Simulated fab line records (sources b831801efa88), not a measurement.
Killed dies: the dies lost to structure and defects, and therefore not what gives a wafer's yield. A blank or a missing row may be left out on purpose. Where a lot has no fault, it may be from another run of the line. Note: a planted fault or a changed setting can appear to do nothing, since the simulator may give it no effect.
Matching of chambers || flow sfq line || SFQ_TRILAYER_I4_VIA_BARC_OPEN_VIA_ETCH_146 on rie diel-03 has 4 sister chambers
The step etches BARC in O2, target depth 125 nm, time 41.7 s. 14 wafers are shown with their chamber, then 7 later ones without.

## WAFERS, EACH WITH ITS CHAMBER
{"wafer": "L570.4", "chamber": 3, "drypump motor current A (A)": 6.2, "oes product au (a.u.)": 0.691}
{"wafer": "L570.5", "chamber": 0, "drypump motor current A (A)": 5.2, "oes product au (a.u.)": 0.683}
{"wafer": "L570.6", "chamber": 2, "drypump motor current A (A)": 5.7, "oes product au (a.u.)": 0.689}
{"wafer": "L571.3", "chamber": 0, "drypump motor current A (A)": 5.3, "oes product au (a.u.)": 0.686}
{"wafer": "L571.4", "chamber": 3, "drypump motor current A (A)": 6.2, "oes product au (a.u.)": 0.688}
{"wafer": "L571.5", "chamber": 1, "drypump motor current A (A)": 6.4, "oes product au (a.u.)": 0.688}
{"wafer": "L573.1", "chamber": 3, "drypump motor current A (A)": 6.2, "oes product au (a.u.)": 0.678}
{"wafer": "L573.2", "chamber": 0, "drypump motor current A (A)": 5.3, "oes product au (a.u.)": 0.681}
{"wafer": "L573.4", "chamber": 2, "drypump motor current A (A)": 5.7, "oes product au (a.u.)": 0.686}
{"wafer": "L579.1", "chamber": 2, "drypump motor current A (A)": 5.7, "oes product au (a.u.)": 0.686}
{"wafer": "L579.3", "chamber": 1, "drypump motor current A (A)": 6.4, "oes product au (a.u.)": 0.680}
{"wafer": "L579.5", "chamber": 1, "drypump motor current A (A)": 6.4, "oes product au (a.u.)": 0.688}
{"wafer": "L580.1", "chamber": 2, "drypump motor current A (A)": 5.7, "oes product au (a.u.)": 0.681}
{"wafer": "L580.2", "chamber": 1, "drypump motor current A (A)": 6.4, "oes product au (a.u.)": 0.681}

SIGNATURES, as means of the wafers listed above
{"reading": "drypump motor current A", "chamber 0": 5.267, "chamber 1": 6.400, "chamber 2": 5.700, "chamber 3": 6.200, "scatter within a chamber": 0.0258}
{"reading": "oes product au", "chamber 0": 0.68333, "chamber 1": 0.68425, "chamber 2": 0.68550, "chamber 3": 0.68567, "scatter within a chamber": 0.00442}
Rule: for a wafer and a chamber, the distance is found by dividing, reading by reading, the gap between the wafer's reading and the chamber's mean by the reading's scatter, squaring, summing and taking the root. The wafer belongs to the nearest chamber; if the next one is less than 2 further off, it can't be placed. The scatter: take each reading less its chamber's mean, square it, sum over the shown wafers, divide by the number of wafers less the number of chambers, and take the root.

## WAFERS MISSING THEIR CHAMBER
{"wafer": "L580.5", "drypump motor current A (A)": 5.7, "oes product au (a.u.)": 0.687}
{"wafer": "L584.1", "drypump motor current A (A)": 5.3, "oes product au (a.u.)": 0.689}
{"wafer": "L584.4", "drypump motor current A (A)": 6.2, "oes product au (a.u.)": 0.679}
{"wafer": "L584.6", "drypump motor current A (A)": 6.4, "oes product au (a.u.)": 0.692}
{"wafer": "L590.2", "drypump motor current A (A)": 5.3, "oes product au (a.u.)": 0.688}
{"wafer": "L590.3", "drypump motor current A (A)": 5.7, "oes product au (a.u.)": 0.683}
{"wafer": "L590.5", "drypump motor current A (A)": 6.2, "oes product au (a.u.)": 0.682}

## EACH ONE'S CHAMBER
{"wafer": "L580.5", "from the rows above": 2, "in truth": 2}
{"wafer": "L584.1", "from the rows above": 0, "in truth": 0}
{"wafer": "L584.4", "from the rows above": 3, "in truth": 3}
{"wafer": "L584.6", "from the rows above": 1, "in truth": 1}
{"wafer": "L590.2", "from the rows above": 0, "in truth": 0}
{"wafer": "L590.3", "from the rows above": 2, "in truth": 2}
{"wafer": "L590.5", "from the rows above": 3, "in truth": 3}
7 of 7 placed correctly. Can't be placed from these rows: 0. Placed wrongly: 0.
